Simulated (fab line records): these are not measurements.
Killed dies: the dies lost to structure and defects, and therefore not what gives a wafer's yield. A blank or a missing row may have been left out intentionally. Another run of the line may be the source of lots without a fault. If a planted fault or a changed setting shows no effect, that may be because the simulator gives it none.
What tool caused it? | flow gf180mcu | Sampling: 11 lots, 33 wafers, 4 of 602 route steps

== WHAT THE GAUGES SHOWED, per wafer ==
GF_M2_CD_MEAS_14: the cd target is 280 nm. Usual: cd nm 280.4 nm, standard deviation 1.3.
lot  | measured     | on        | cd nm (nm)        | flag
L703 | day 19 04:46 | cd sem-01 | 282.2 281.9 282.0 |
L705 | day 19 18:04 | cd sem-01 | 280.0 279.4 280.0 |
L706 | day 20 09:41 | cd sem-01 | 278.6 278.9 278.5 |
L707 | day 20 13:29 | cd sem-02 | 281.2 281.3 280.5 |
L708 | day 21 04:24 | cd sem-01 | 295.6 295.5 295.6 | OFF
L712 | day 22 18:10 | cd sem-01 | 280.1 280.1 281.8 |
L714 | day 23 00:49 | cd sem-02 | 291.9 291.8 292.7 | OFF
L715 | day 23 15:37 | cd sem-02 | 276.6 278.1 278.3 |
L722 | day 26 12:46 | cd sem-02 | 278.8 278.9 279.2 |
L723 | day 26 13:31 | cd sem-01 | 280.8 281.1 280.2 |
L724 | day 26 17:58 | cd sem-01 | 278.9 278.3 279.2 |

== TOOL THAT RAN EACH LOT (tool first, then ch and the chambers of the sampled wafers, then the start) ==
lot  | GF_V1_CMP_04                  | GF_V1_CMP_26                  | GF_M2_EXPOSE_11
L703 | cmp-01 ch 0,2, day 17 04:35   | cmp-02 ch 0,3, day 18 04:35   | krf scanner-02 ch 0, day 18 17:01
L705 | cmp-02 ch 0,1,3, day 17 15:54 | cmp-01 ch 0,2,3, day 18 16:56 | krf scanner-02 ch 0, day 19 05:29
L706 | cmp-02 ch 0,3, day 18 06:51   | cmp-01 ch 0,1,3, day 19 08:40 | krf scanner-02 ch 0, day 19 21:08
L707 | cmp-02 ch 0,1,2, day 18 11:32 | cmp-02 ch 0,1,2, day 19 12:29 | krf scanner-02 ch 0, day 20 00:53
L708 | cmp-01 ch 1,2,3, day 19 01:41 | cmp-01 ch 1,3, day 20 03:41   | krf scanner-02 ch 0, day 20 16:22
L712 | cmp-02 ch 1,2,3, day 20 16:14 | cmp-02 ch 0,1,3, day 21 18:19 | krf scanner-01 ch 0, day 22 06:34
L714 | cmp-01 ch 0,1,2, day 21 00:03 | cmp-01 ch 0,1, day 22 01:35   | krf scanner-02 ch 0, day 22 14:09
L715 | cmp-01 ch 1,2,3, day 21 15:07 | cmp-02 ch 1,2,3, day 22 16:32 | krf scanner-01 ch 0, day 23 04:02
L722 | cmp-02 ch 1,2,3, day 24 15:29 | cmp-01 ch 0,1, day 25 15:04   | krf scanner-01 ch 0, day 26 01:53
L723 | cmp-01 ch 0,1,3, day 24 16:20 | cmp-02 ch 0,2,3, day 25 15:47 | krf scanner-01 ch 0, day 26 02:22
L724 | cmp-02 ch 1,2,3, day 24 21:29 | cmp-02 ch 0,1,2, day 25 21:07 | krf scanner-01 ch 0, day 26 07:34
- GF_V1_CMP_04: polishes SiO2.
- GF_V1_CMP_26: polishes, stops on SiO2, t overpolish 15 s, target thk 0 nm.
- GF_M2_EXPOSE_11: exposes mask Metal2, target cd 280 nm.

== AS READ BY THE TOOLS THEMSELVES (means over the sampled wafers that have a number; for cases with no such wafer, the mark the record gives instead) ==
GF_V1_CMP_04. Usual: edge zone pressure frac 1.000, standard deviation 0.0051; motor current A 11.3 A, standard deviation 0.68; retaining ring pressure frac 1.000, standard deviation 0.0048; time to endpoint s 75 s, standard deviation 5.5.
lot  | tool   | edge zone pressure frac | motor current A (A) | retaining ring pressure frac | time to endpoint s (s) | flag
L703 | cmp-01 | 0.997                   | 10.7                | 1.002                        | 77                     |
L705 | cmp-02 | 1.001                   | 11.5                | 1.004                        | 78                     |
L706 | cmp-02 | 0.995                   | 11.6                | 0.999                        | 77                     |
L707 | cmp-02 | 1.002                   | 11.3                | 1.001                        | 70                     |
L708 | cmp-01 | 1.000                   | 11.0                | 1.003                        | 74                     |
L712 | cmp-02 | 1.000                   | 11.7                | 0.994                        | 69                     |
L714 | cmp-01 | 1.002                   | 11.1                | 1.000                        | 77                     |
L715 | cmp-01 | 1.001                   | 11.4                | 0.999                        | 78                     |
L722 | cmp-02 | 0.996                   | 11.5                | 1.002                        | 74                     |
L723 | cmp-01 | 1.003                   | 10.9                | 0.997                        | 82                     |
L724 | cmp-02 | 1.005                   | 11.5                | 1.003                        | 72                     |

GF_V1_CMP_26. Usual: edge zone pressure frac 1.000, standard deviation 0.0047; motor current A 10.3 A, standard deviation 0.55; overpolish run s 15.000 s, standard deviation 0.0091; retaining ring pressure frac 1.000, standard deviation 0.0048; time to endpoint s 83 s, standard deviation 4.1.
lot  | tool   | edge zone pressure frac | motor current A (A) | overpolish run s (s) | retaining ring pressure frac | time to endpoint s (s) | flag
L703 | cmp-02 | 0.997                   | 10.4                | 15.002               | 0.999                        | 82                     |
L705 | cmp-01 | 0.996                   | 9.9                 | 15.005               | 1.001                        | 86                     |
L706 | cmp-01 | 1.006                   | 9.9                 | 15.003               | 0.999                        | 90                     |
L707 | cmp-02 | 1.001                   | 10.2                | 15.003               | 1.004                        | 80                     |
L708 | cmp-01 | 0.998                   | 10.4                | 14.999               | 1.004                        | 84                     |
L712 | cmp-02 | 0.998                   | 10.2                | 14.997               | 0.999                        | 82                     |
L714 | cmp-01 | 1.002                   | 10.2                | 15.000               | 0.999                        | 82                     |
L715 | cmp-02 | 1.000                   | 10.5                | 14.998               | 1.004                        | 78                     |
L722 | cmp-01 | 0.996                   | 10.2                | 14.994               | 1.003                        | 85                     |
L723 | cmp-02 | 0.996                   | 10.6                | 15.000               | 1.000                        | 83                     |
L724 | cmp-02 | 1.000                   | 10.3                | 14.997               | 0.999                        | 80                     |

GF_M2_EXPOSE_11. Usual: exposure dose mJ cm2 27.94, standard deviation 0.03; focus offset nm 0.0 nm, standard deviation 0.52; reticle temp C 22.98 C, standard deviation 0.11.
lot  | tool           | exposure dose mJ cm2 | focus offset nm (nm) | reticle temp C (C) | flag
L703 | krf scanner-02 | 27.94                | -0.8                 | 22.92              |
L705 | krf scanner-02 | 27.95                | 0.0                  | 22.85              |
L706 | krf scanner-02 | 27.93                | 0.5                  | 23.09              |
L707 | krf scanner-02 | 27.92                | 0.5                  | 23.05              |
L708 | krf scanner-02 | 25.39                | -0.3                 | 22.92              | OFF
L712 | krf scanner-01 | 27.94                | 0.8                  | 23.09              |
L714 | krf scanner-02 | 25.90                | -0.4                 | 22.89              | OFF
L715 | krf scanner-01 | 27.96                | -0.3                 | 23.09              |
L722 | krf scanner-01 | 27.99                | 0.3                  | 22.89              |
L723 | krf scanner-01 | 27.92                | 0.2                  | 22.97              |
L724 | krf scanner-01 | 27.95                | -0.2                 | 22.96              |

== THE ANSWER, worked out from the rows above alone ==
Rule: a lot counts as off when the mean over its wafers that have a number is more than 3 standard deviations away from the usual mean. Also off: a lot with no number at a reading for which 4 or more lots have one. All remaining lots with rows at the step are treated as sound. The gauges are gone through in route order, then the tools' own readings, and for those a lot's mean is taken as printed above. At the first step where some lot is off, the reading lying furthest off is the one used; lots without a number count as furthest.
Off, at GF_M2_CD_MEAS_14 on cd nm: L708, L714.
If a tool, at a process step before that reading, ran all the lots that are off and no sound lot after the first of them, it fits. The gauges at GF_M2_CD_MEAS_14 aren't tried: what is off there is off at GF_M2_EXPOSE_11 too, on other tools, and a gauge's error can't cause that. One fits: GF_M2_EXPOSE_11 on krf scanner-02. Its last sound lot is L707 (day 20 00:53), its first lot that is off L708 (day 20 16:22): a fault that began between those two fits.
On the lots that are off, the tool's own readings at GF_M2_EXPOSE_11 differ by more than 5 times the standard deviation of the sound lots' means, which bears it out; exposure dose mJ cm2 reads 25.64 there versus 27.94 on the sound lots.

== WHAT THE SIMULATOR HAD PUT IN ==
Process parameter drift: krf scanner-02, from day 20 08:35 on, at GF_M2_EXPOSE_11. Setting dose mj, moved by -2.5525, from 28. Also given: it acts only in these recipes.
Lots struck among those shown: L708, L714. The rule above reached the same finding.
